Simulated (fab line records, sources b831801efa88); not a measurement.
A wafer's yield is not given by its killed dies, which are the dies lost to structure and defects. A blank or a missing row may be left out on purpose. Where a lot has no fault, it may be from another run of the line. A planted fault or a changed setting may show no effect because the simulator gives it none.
The tool behind it: which one? | flow sky130 | 15 lots with 45 wafers sampled at 6 steps, on a route of 708 steps

== WHAT THE GAUGES SHOWED, per wafer ==
SKY_METAL1_RS_MEAS_05: measurement is done with a four-point probe. Usual: for METAL1_ALCU_RS the level is 0.1275 ohm/sq and the standard deviation is 0.0023.
lot  | measured     | on            | METAL1_ALCU_RS (ohm/sq) | flag
L446 | day 31 22:27 | film-metro-02 | 0.1241 0.1263 0.1254    |
L447 | day 32 08:20 | film-metro-02 | 0.1256 0.1250 0.1248    |
L451 | day 33 13:28 | film-metro-04 | 0.1260 0.1272 0.1260    |
L450 | day 33 20:04 | film-metro-04 | 0.1270 0.1252 0.1248    |
L452 | day 34 02:34 | film-metro-02 | 0.1253 0.1261 0.1277    |
L453 | day 34 13:25 | film-metro-04 | 0.1272 0.1297 0.1274    |
L454 | day 34 19:57 | film-metro-02 | 0.1248 0.1237 0.1232    |
L458 | day 36 02:20 | film-metro-01 | 0.1320 0.1316 0.1298    |
L459 | day 36 08:12 | film-metro-02 | 0.1247 0.1260 0.1258    |
L460 | day 37 01:29 | film-metro-02 | 0.1280 0.1253 0.1304    |
L464 | day 37 19:24 | film-metro-04 | 0.1291 0.1299 0.1287    |
L466 | day 38 04:32 | film-metro-02 | 0.1308 0.1286 0.1257    |
L465 | day 38 07:15 | film-metro-01 | 0.1330 0.1275 0.1319    |
L467 | day 38 18:23 | film-metro-04 | 0.1271 0.1260 0.1255    |
L469 | day 39 00:11 | film-metro-02 | 0.1247 0.1250 0.1242    |

SKY_METAL2_RS_MEAS_05: measurement is done with a four-point probe. Usual: for METAL2_ALCU_RS the level is 0.1270 ohm/sq and the standard deviation is 0.0015.
lot  | measured     | on            | METAL2_ALCU_RS (ohm/sq) | flag
L446 | day 34 10:01 | film-metro-02 | 0.1269 0.1253 0.1266    |
L447 | day 34 19:31 | film-metro-04 | 0.1265 0.1277 0.1278    |
L451 | day 35 22:47 | film-metro-02 | 0.1288 0.1282 0.1288    |
L450 | day 36 04:38 | film-metro-02 | 0.1259 0.1261 0.1267    |
L452 | day 36 11:17 | film-metro-02 | 0.1260 0.1293 0.1290    |
L453 | day 36 23:40 | film-metro-04 | 0.1293 0.1280 0.1249    |
L454 | day 37 04:45 | film-metro-04 | 0.1255 0.1255 0.1253    |
L458 | day 38 07:20 | film-metro-03 | 8.3813 8.3759 8.3548    | OFF
L459 | day 38 15:05 | film-metro-03 | 8.5761 8.4771 8.6057    | OFF
L460 | day 39 06:55 | film-metro-02 | 8.3840 8.4365 8.4892    | OFF
L464 | day 40 01:28 | film-metro-04 | 0.1277 0.1261 0.1264    |
L466 | day 40 09:58 | film-metro-02 | 0.1275 0.1272 0.1266    |
L465 | day 40 12:19 | film-metro-03 | 0.1253 0.1264 0.1249    |
L467 | day 40 23:55 | film-metro-04 | 0.1273 0.1266 0.1263    |
L469 | day 41 05:30 | film-metro-03 | 0.1281 0.1272 0.1250    |

SKY_METAL2_THK_MEAS_06: measures by xrf. Usual: for METAL2_ALCU_THK the level is 252.0 nm and the standard deviation is 3.
lot  | measured     | on            | METAL2_ALCU_THK (nm) | flag
L446 | day 34 10:08 | film-metro-02 | 251.9 254.7 253.1    |
L447 | day 34 19:38 | film-metro-04 | 253.6 250.2 250.2    |
L451 | day 35 22:54 | film-metro-02 | 249.3 250.9 247.9    |
L450 | day 36 04:44 | film-metro-02 | 252.7 252.3 252.3    |
L452 | day 36 11:23 | film-metro-02 | 250.2 247.7 245.4    |
L453 | day 36 23:46 | film-metro-04 | 248.3 251.4 256.9    |
L454 | day 37 04:52 | film-metro-04 | 257.1 256.6 255.3    |
L458 | day 38 07:28 | film-metro-03 | <0.7 <0.7 <0.7       | OFF
L459 | day 38 15:13 | film-metro-03 | <0.7 <0.7 <0.7       | OFF
L460 | day 39 07:02 | film-metro-02 | <0.3 <0.3 <0.3       | OFF
L464 | day 40 01:35 | film-metro-04 | 249.2 253.6 253.4    |
L466 | day 40 10:05 | film-metro-02 | 250.3 251.1 253.4    |
L465 | day 40 12:26 | film-metro-03 | 256.8 253.3 255.9    |
L467 | day 41 00:02 | film-metro-04 | 251.7 254.0 255.2    |
L469 | day 41 05:37 | film-metro-03 | 252.0 254.8 257.8    |

== TOOL THAT RAN EACH LOT (tool first, then ch and the chambers of the sampled wafers, then the start) ==
lot  | SKY_METAL1_SPUTTER_00        | SKY_VIA1_SPUTTER_20          | SKY_METAL2_SPUTTER_02
L446 | pvd-sputter-03, day 31 22:19 | pvd-sputter-04, day 34 09:14 | pvd-sputter-03, day 34 09:55
L447 | pvd-sputter-02, day 32 08:10 | pvd-sputter-01, day 34 18:43 | pvd-sputter-02, day 34 19:24
L451 | pvd-sputter-02, day 33 13:18 | pvd-sputter-02, day 35 22:00 | pvd-sputter-02, day 35 22:41
L450 | pvd-sputter-03, day 33 19:54 | pvd-sputter-02, day 36 03:45 | pvd-sputter-04, day 36 04:31
L452 | pvd-sputter-03, day 34 02:23 | pvd-sputter-01, day 36 10:22 | pvd-sputter-03, day 36 11:08
L453 | pvd-sputter-02, day 34 13:14 | pvd-sputter-01, day 36 22:51 | pvd-sputter-03, day 36 23:32
L454 | pvd-sputter-03, day 34 19:47 | pvd-sputter-01, day 37 03:56 | pvd-sputter-04, day 37 04:38
L458 | pvd-sputter-01, day 36 02:12 | pvd-sputter-02, day 38 06:34 | pvd-sputter-04, day 38 07:15
L459 | pvd-sputter-03, day 36 08:03 | pvd-sputter-04, day 38 14:19 | pvd-sputter-03, day 38 15:00
L460 | pvd-sputter-01, day 37 01:19 | pvd-sputter-01, day 39 06:08 | pvd-sputter-03, day 39 06:49
L464 | pvd-sputter-02, day 37 19:16 | pvd-sputter-04, day 40 00:42 | pvd-sputter-02, day 40 01:23
L466 | pvd-sputter-01, day 38 04:22 | pvd-sputter-02, day 40 09:10 | pvd-sputter-04, day 40 09:51
L465 | pvd-sputter-01, day 38 07:07 | pvd-sputter-01, day 40 11:33 | pvd-sputter-04, day 40 12:14
L467 | pvd-sputter-03, day 38 18:15 | pvd-sputter-01, day 40 23:09 | pvd-sputter-03, day 40 23:50
L469 | pvd-sputter-02, day 39 00:01 | pvd-sputter-02, day 41 04:42 | pvd-sputter-03, day 41 05:23
- SKY_METAL1_SPUTTER_00: material Ti, target thk 15 nm, time 10 s.
- SKY_VIA1_SPUTTER_20: material TiN, target thk 20 nm, time 80 s.
- SKY_METAL2_SPUTTER_02: material AlCu, target thk 250 nm, time 13.3 s.

== WHAT THE TOOLS THEMSELVES READ (means of the sampled wafers that have a number; where no wafer has one, the mark that the record gives instead) ==
SKY_METAL1_SPUTTER_00. Usual: cathode-dc-power-W 2999.9 W, standard deviation 0.53; chamber-pressure-pa 0.3999 Pa, standard deviation 0.00084; throttle-valve-pct 29.9 %, standard deviation 0.83.
lot  | tool           | cathode-dc-power-W (W) | chamber-pressure-pa (Pa) | throttle-valve-pct (%) | flag
L446 | pvd-sputter-03 | 3000.2                 | 0.4003                   | 30.2                   |
L447 | pvd-sputter-02 | 2999.8                 | 0.4011                   | 30.5                   |
L451 | pvd-sputter-02 | 2999.9                 | 0.3998                   | 30.5                   |
L450 | pvd-sputter-03 | 3000.8                 | 0.4002                   | 30.1                   |
L452 | pvd-sputter-03 | 2999.8                 | 0.3995                   | 29.9                   |
L453 | pvd-sputter-02 | 2999.9                 | 0.3997                   | 30.3                   |
L454 | pvd-sputter-03 | 2999.6                 | 0.4013                   | 30.0                   |
L458 | pvd-sputter-01 | 2999.6                 | 0.4007                   | 28.9                   |
L459 | pvd-sputter-03 | 3000.0                 | 0.3991                   | 30.1                   |
L460 | pvd-sputter-01 | 3000.2                 | 0.3996                   | 29.4                   |
L464 | pvd-sputter-02 | 3000.3                 | 0.4005                   | 30.5                   |
L466 | pvd-sputter-01 | 3000.3                 | 0.4006                   | 29.6                   |
L465 | pvd-sputter-01 | 3000.3                 | 0.4000                   | 29.3                   |
L467 | pvd-sputter-03 | 3000.0                 | 0.3997                   | 29.6                   |
L469 | pvd-sputter-02 | 3000.0                 | 0.3998                   | 30.5                   |

SKY_VIA1_SPUTTER_20. Usual: cathode-dc-power-W 4000.1 W, standard deviation 0.7; chamber-pressure-pa 5.000 Pa, standard deviation 0.0093; throttle-valve-pct 29.7 %, standard deviation 0.9.
lot  | tool           | cathode-dc-power-W (W) | chamber-pressure-pa (Pa) | throttle-valve-pct (%) | flag
L446 | pvd-sputter-04 | 4000.0                 | 5.012                    | 29.3                   |
L447 | pvd-sputter-01 | 4000.0                 | 5.004                    | 29.5                   |
L451 | pvd-sputter-02 | 4000.1                 | 5.003                    | 30.3                   |
L450 | pvd-sputter-02 | 4000.0                 | 4.999                    | 30.5                   |
L452 | pvd-sputter-01 | 3999.6                 | 4.991                    | 30.0                   |
L453 | pvd-sputter-01 | 4000.1                 | 4.996                    | 29.2                   |
L454 | pvd-sputter-01 | 4000.6                 | 4.993                    | 28.6                   |
L458 | pvd-sputter-02 | 3999.6                 | 5.003                    | 30.6                   |
L459 | pvd-sputter-04 | 3999.9                 | 5.014                    | 29.3                   |
L460 | pvd-sputter-01 | 4000.1                 | 5.003                    | 29.4                   |
L464 | pvd-sputter-04 | 3999.5                 | 4.992                    | 29.3                   |
L466 | pvd-sputter-02 | 3999.9                 | 5.004                    | 30.5                   |
L465 | pvd-sputter-01 | 4000.8                 | 4.996                    | 29.1                   |
L467 | pvd-sputter-01 | 4000.0                 | 5.003                    | 30.1                   |
L469 | pvd-sputter-02 | 4000.1                 | 5.005                    | 30.6                   |

SKY_METAL2_SPUTTER_02. Usual: cathode-dc-power-W 10600 W, standard deviation 2; chamber-pressure-pa 0.4000 Pa, standard deviation 0.00081; throttle-valve-pct 29.7 %, standard deviation 0.63.
lot  | tool           | cathode-dc-power-W (W) | chamber-pressure-pa (Pa) | throttle-valve-pct (%) | flag
L446 | pvd-sputter-03 | 10601                  | 0.3994                   | 29.5                   |
L447 | pvd-sputter-02 | 10599                  | 0.4001                   | 30.6                   |
L451 | pvd-sputter-02 | 10599                  | 0.3995                   | 30.8                   |
L450 | pvd-sputter-04 | 10601                  | 0.4001                   | 29.2                   |
L452 | pvd-sputter-03 | 10601                  | 0.4004                   | 30.1                   |
L453 | pvd-sputter-03 | 10599                  | 0.3999                   | 29.7                   |
L454 | pvd-sputter-04 | 10600                  | 0.4014                   | 29.5                   |
L458 | pvd-sputter-04 | -                      | -                        | -                      | OFF
L459 | pvd-sputter-03 | -                      | -                        | -                      | OFF
L460 | pvd-sputter-03 | -                      | -                        | -                      | OFF
L464 | pvd-sputter-02 | 10600                  | 0.3992                   | 30.3                   |
L466 | pvd-sputter-04 | 10600                  | 0.3999                   | 29.4                   |
L465 | pvd-sputter-04 | 10600                  | 0.3996                   | 29.4                   |
L467 | pvd-sputter-03 | 10600                  | 0.3991                   | 29.3                   |
L469 | pvd-sputter-03 | 10599                  | 0.4000                   | 29.5                   |

== THE ANSWER, worked out from the rows above alone ==
Rule: take the mean of a lot's wafers that have a number; if it is more than 3 standard deviations from the usual mean, the lot is off. Also off: a lot with no number at a reading for which 4 or more lots have one. Any other lot the step has rows for is counted as sound. Order of review: gauges by route order, followed by the tools' own readings, for which a lot's mean as printed above is used. The first step at which some lot is off is used, and at that step the reading that is off furthest; a lot without a number counts as furthest.
Off: at SKY_METAL2_RS_MEAS_05 (METAL2_ALCU_RS), L458, L459, L460.
A tool fits if, at a process step before that reading, it ran every lot that is off, and no sound lot after the first of them. The gauges at SKY_METAL2_RS_MEAS_05 aren't tried: what is off there is off at SKY_METAL2_SPUTTER_02 too, on other tools, and a gauge's error can't cause that. Not one of the candidates tried fits.

== WHAT WAS PUT IN BY THE SIMULATOR ==
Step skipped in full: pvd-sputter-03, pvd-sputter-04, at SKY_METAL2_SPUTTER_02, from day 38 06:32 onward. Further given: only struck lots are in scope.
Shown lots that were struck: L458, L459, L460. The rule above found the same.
